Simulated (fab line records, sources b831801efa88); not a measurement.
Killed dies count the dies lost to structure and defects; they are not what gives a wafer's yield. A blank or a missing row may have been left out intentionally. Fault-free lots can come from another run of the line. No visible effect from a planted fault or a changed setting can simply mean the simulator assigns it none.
Split-lot trial	flow sfqLine	23 wafers read from 5 lots, route of 325 steps

## THE SPLIT
At SFQ_TRILAYER_M1_LITHO_PEB_042 (peb time 60 s), the setting pebTempC was moved away from the recipe's 115 C on 8 of the 23 wafers read, by -1.9% to +1.7%. The other wafers ran this setting at the recipe's value.

## FROM THE SPLIT TO THE READING: what the file shows between them, 2 steps
- SFQ_TRILAYER_M1_LITHO_DEVELOP_041: time 60 s
- SFQ_TRILAYER_M1_BARC_OPEN_METAL_ETCH_054: etches BARC in O2, target depth 125 nm, time 41.7 s

## THE READING
M1.cdNm (the simulator's own value, which no gauge read), in nm, at SFQ_TRILAYER_M1_ETCH_METAL_ETCH_042 (etches Nb in Cl2/Ar, stops on SiO2, target depth 240 nm, time 120 s). The file does not state a usual value for it. Average 500.0 nm, standard deviation 3.6 nm, over the 15 wafers here run with the recipe.

wafer	tool, chamber at the split	pebTempC as run, C	against the recipe	M1.cdNm, nm	against lot-mates on the recipe
L074.1	lithoTrack-04, 0	115	recipe	499.7	-
L074.2	lithoTrack-04, 0	115	recipe	495.9	-
L074.3	lithoTrack-04, 0	115	recipe	500.2	-
L074.5	lithoTrack-04, 0	115	recipe	499.3	-
L074.6	lithoTrack-04, 0	115	recipe	496.7	-
L078.1	lithoTrack-04, 0	115	recipe	503.7	-
L078.3	lithoTrack-04, 0	115	recipe	495.8	-
L078.4	lithoTrack-04, 0	117	+1.7%	471.1	-27.7
L078.5	lithoTrack-04, 0	115	recipe	496.9	-
L078.6	lithoTrack-04, 0	117	+1.7%	470.4	-28.4
L079.1	lithoTrack-01, 0	115	recipe	506.4	-
L079.2	lithoTrack-01, 0	115	recipe	496.7	-
L079.4	lithoTrack-01, 0	115	recipe	506.2	-
L082.1	lithoTrack-01, 0	115	recipe	496.6	-
L082.2	lithoTrack-01, 0	115	recipe	503.9	-
L082.3	lithoTrack-01, 0	113.1	-1.7%	540	+39.8
L082.5	lithoTrack-01, 0	113.1	-1.7%	533.6	+33.4
L082.6	lithoTrack-01, 0	113.1	-1.7%	543.1	+42.9
L083.1	lithoTrack-01, 0	115	recipe	502.7	-
L083.2	lithoTrack-01, 0	115	recipe	499.4	-
L083.4	lithoTrack-01, 0	112.8	-1.9%	541.6	+40.6
L083.5	lithoTrack-01, 0	112.8	-1.9%	543.9	+42.9
L083.6	lithoTrack-01, 0	112.8	-1.9%	547.1	+46.1

THE FIT
A straight line over all 23 wafers: M1.cdNm changes by -21.3 nm for each +1% of pebTempC; r = -0.98; the points scatter about the line by 4.3 nm.
The same after taking each lot's own level away (the mean of its wafers on the recipe; 23 wafers): -20.8 nm for each +1%; r = -0.98; scatter 4.1 nm.
The reading moves by 40 nm for the largest change in pebTempC, on that fit.
Across the lots, their own levels run from 498.36 to 503.10 nm, a range of 1.3 times the standard deviation given above.
The two slopes are in agreement: the lot-to-lot level therefore moves the slope only a little.
Check: +41.7 nm against its lot-mates is what the line predicts for one of the wafers moved furthest among these (-1.9%) when that wafer is left out of the fit. It came out at +40.6 nm against them.

## OTHER SPLITS APPLIED TO THESE WAFERS
These wafers also went through other splits before the reading. Each is held against what the fit with the lots' levels taken away leaves over:
other split on the same wafers	wafers away from the commonest value	r with M1.cdNm (lot level and that fit taken away)
SFQ_TRILAYER_L0_LITHO_COAT_005 spinRpm	8	+0.14
SFQ_TRILAYER_L0_LITHO_EXPOSE_006 doseMj	5	+0.07
SFQ_TRILAYER_L0_CAP_PECVD_011 timeS	7	+0.19
SFQ_TRILAYER_L0_VIA_ETCH_VIA_ETCH_016 biasW	6	-0.07
SFQ_TRILAYER_M0_LITHO_COAT_026 spinRpm	5	+0.21
SFQ_TRILAYER_I0_CMP_CMP_028 leaveAboveRefNm	8	+0.15
SFQ_TRILAYER_I0_VIA_LITHO_EXPOSE_032 doseMj	10	+0.27

## THE WHOLE CHAIN: every reading that the file lists as answering this split, in the file's order
step	what it does	reading	change (the file's fit)	r (the file's)
SFQ_TRILAYER_M1_BARC_OPEN_METAL_ETCH_054	etches BARC in O2, target depth 125 nm, time 41.7 s	M1.cdNm (the simulator's own value, which no gauge read)	-21.6 nm for each +1% of the setting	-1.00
SFQ_TRILAYER_M1_ETCH_METAL_ETCH_042	etches Nb in Cl2/Ar, stops on SiO2, target depth 240 nm, time 120 s	M1.cdNm (the simulator's own value, which no gauge read)	-20.7 nm for each +1% of the setting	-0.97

## FILE'S OWN FIT
M1.cdNm changes by -20.7 nm for each +1% of pebTempC, r = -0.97.
